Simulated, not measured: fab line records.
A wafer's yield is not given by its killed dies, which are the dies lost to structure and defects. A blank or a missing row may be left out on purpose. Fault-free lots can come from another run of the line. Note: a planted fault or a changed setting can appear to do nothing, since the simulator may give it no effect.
A struck lot beside a sound one -- flow sky130 -- 21 out of 708 route steps
Sound: the wafers L921.4, L921.5, L921.6. Struck: wafer L927.4. (L927.2 of the same lot was not struck and is left out.) The cause comes at the end.
Each step with rows lists, per side, the tool, then ch with its chambers, then its first start. Under that, the readings that differ: sound wafers -- struck wafers -- difference of the means -- sigmas: that difference in standard deviations of wafers without a fault.
alike: same words and numbers on both sides, and readings whose means sit less than 2 such deviations apart. not compared: any withheld reading, any reading some wafer has no value for, any bound like >300 that may hide the same value, and any number with overlapping values for which the record gives no deviation.
A row with sigmas, a row that says differs or no value, or rows on one side alone: a step with any of these is where the two part. Non-overlapping numbers with no deviation appear without sigmas and do not part them. A reading that every wafer of one side lacks parts them only if that side has two wafers or more.

first, 4 steps without rows for these wafers: SKY_METAL3_STRIP_20 (strips in post etch residue remover, time 1200 s); SKY_METAL3_CLEAN_21 (cleans in IPA, time 180 s); SKY_METAL3_CLEAN_22 (cleans in O3/DIW); SKY_VIA3_HDPCVD_00 (deposits SiO2, target thk 1635 nm, time 272.5 s).
SKY_VIA3_THK_MEAS_01:
  struck on film-metro-03, day 42 13:06; sound on film-metro-03, day 41 02:58
  alike: VIA3_HDPCVD_THK
SKY_VIA3_CMP_02: polishes SiO2.
  sound on cmp-01 ch 0,1,2, day 41 03:09; struck on cmp-02 ch 2, day 42 13:09
  alike: motor-current-A, retaining-ring-pressure-frac
SKY_VIA3_BOW_MEAS_03:
  struck on film-metro-03, day 42 13:28; sound on film-metro-01, day 41 03:22
  alike: VIA3_BOW
then, 5 steps without rows for these wafers: SKY_VIA3_DEHYDRATE_04 (time 60 s); SKY_VIA3_HMDS_05 (prime time 60 s); SKY_VIA3_COAT_06 (resist thk 60 nm); SKY_VIA3_COAT_07 (resist thk 450 nm); SKY_VIA3_SOFTBAKE_08 (time 90 s).
SKY_VIA3_EXPOSE_09: exposes mask VIM3, target cd 200 nm.
  sound on krf-scanner-02 ch 0, day 41 15:08; struck on krf-scanner-01 ch 0, day 43 01:47
  alike: mask
then, 2 steps without rows for these wafers: SKY_VIA3_PEB_10; SKY_VIA3_DEVELOP_11 (develop time 60 s).
SKY_VIA3_CD_MEAS_12 targets a cd of 200 nm.
  struck on cd-sem-01, day 43 13:10; sound on cd-sem-02, day 42 02:44
reading,sound,struck,difference,sigmas
cd-nm (nm),199.2 198.8 199.9,153.4,-45.9,-35
  not compared: hold
SKY_VIA3_OVL_MEAS_13:
  struck on overlay-02, day 43 14:16; sound on overlay-01, day 42 02:49
reading,sound,struck,difference,sigmas
hold,- - -,await-dispo/1.0h/release,no value on the sound wafers,
VIA3_OVL (nm),9 7 4,-8,-15,-3
SKY_VIA3_ETCH_14: etches BARC in N2/H2, stops on SiO2, time 45.9 s, target depth 60 nm.
  sound on rie-diel-04 ch 2,3, day 42 02:50; struck on rie-diel-01 ch 0, day 43 14:18
reading,sound,struck,difference,sigmas
model.VIA3.cd-nm (nm),200.1 198.4 200.5,153.3,-46.4,
  alike: drypump-motor-current-A, oes-product-au, throttle-valve-pct
  not compared: rf-hours-counter-h
SKY_VIA3_ETCH_15: etches SiO2 in C4F8/O2/Ar, stops on TiN, target depth 507 nm, time 78 s.
  sound on rie-diel-04 ch 2,3, day 42 02:53; struck on rie-diel-01 ch 0, day 43 14:20
reading,sound,struck,difference,sigmas
model.VIA3.cd-nm (nm),198.1 196 199.1,153.8,-43.9,
  alike: oes-product-au
  not compared: rf-hours-counter-h
SKY_VIA3_STRIP_16: strips in O2/N2.
  sound on plasma-asher-04 ch 0,1, day 42 02:58; struck on plasma-asher-02 ch 0, day 43 14:24
  alike: drypump-motor-current-A, oes-product-au, strip-time-to-endpoint-s
  not compared: rf-hours-counter-h
-- the record jumps here: 6 days lie between the struck wafers' starts before and after (it left off in module VIA3 and takes up again in module PAD_OPEN, whose first step shown is number 708 of the route) --
SKY_PAD_OPEN_PROBE_99:
  struck on prober-02, day 49 04:00; sound on prober-02, day 47 22:58
reading,sound,struck,difference,sigmas
hold,- - -,await-dispo/1.6h/release,no value on the sound wafers,
defect-limited-yield (%),79.7 83.1 81.3,1.8,-79.6,-42
killed_at_M0_to_M3,43 37 43,449,+408,+60
killed_at_M4_up,3 3 1,8,+6,+4
killed-at-contacts,37 28 32,16,-16,-3
killed-dies,100 83 92,483,+391,+41
killed-on-rim,21 18 27,95,+73,+21
sort_bin_5_function (%),12.2 8.7 10.8,92.9,+82.3,+55
sort_bin_6_memory (%),6.9 7.3 6.3,4.5,-2.3,-2
sort-n-pass,392 409 400,9,-391,-41
sort-yield-pct (%),79.7 83.1 81.3,1.8,-79.6,-42
  alike: killed-at-front-end, killed-at-other, killed-open, killed-short, sort_bin_3_pad_short

== WHERE THEY PART ==
Earliest at SKY_VIA3_CD_MEAS_12; latest, in this record, at SKY_PAD_OPEN_PROBE_99.

WHY: what the simulator had put in
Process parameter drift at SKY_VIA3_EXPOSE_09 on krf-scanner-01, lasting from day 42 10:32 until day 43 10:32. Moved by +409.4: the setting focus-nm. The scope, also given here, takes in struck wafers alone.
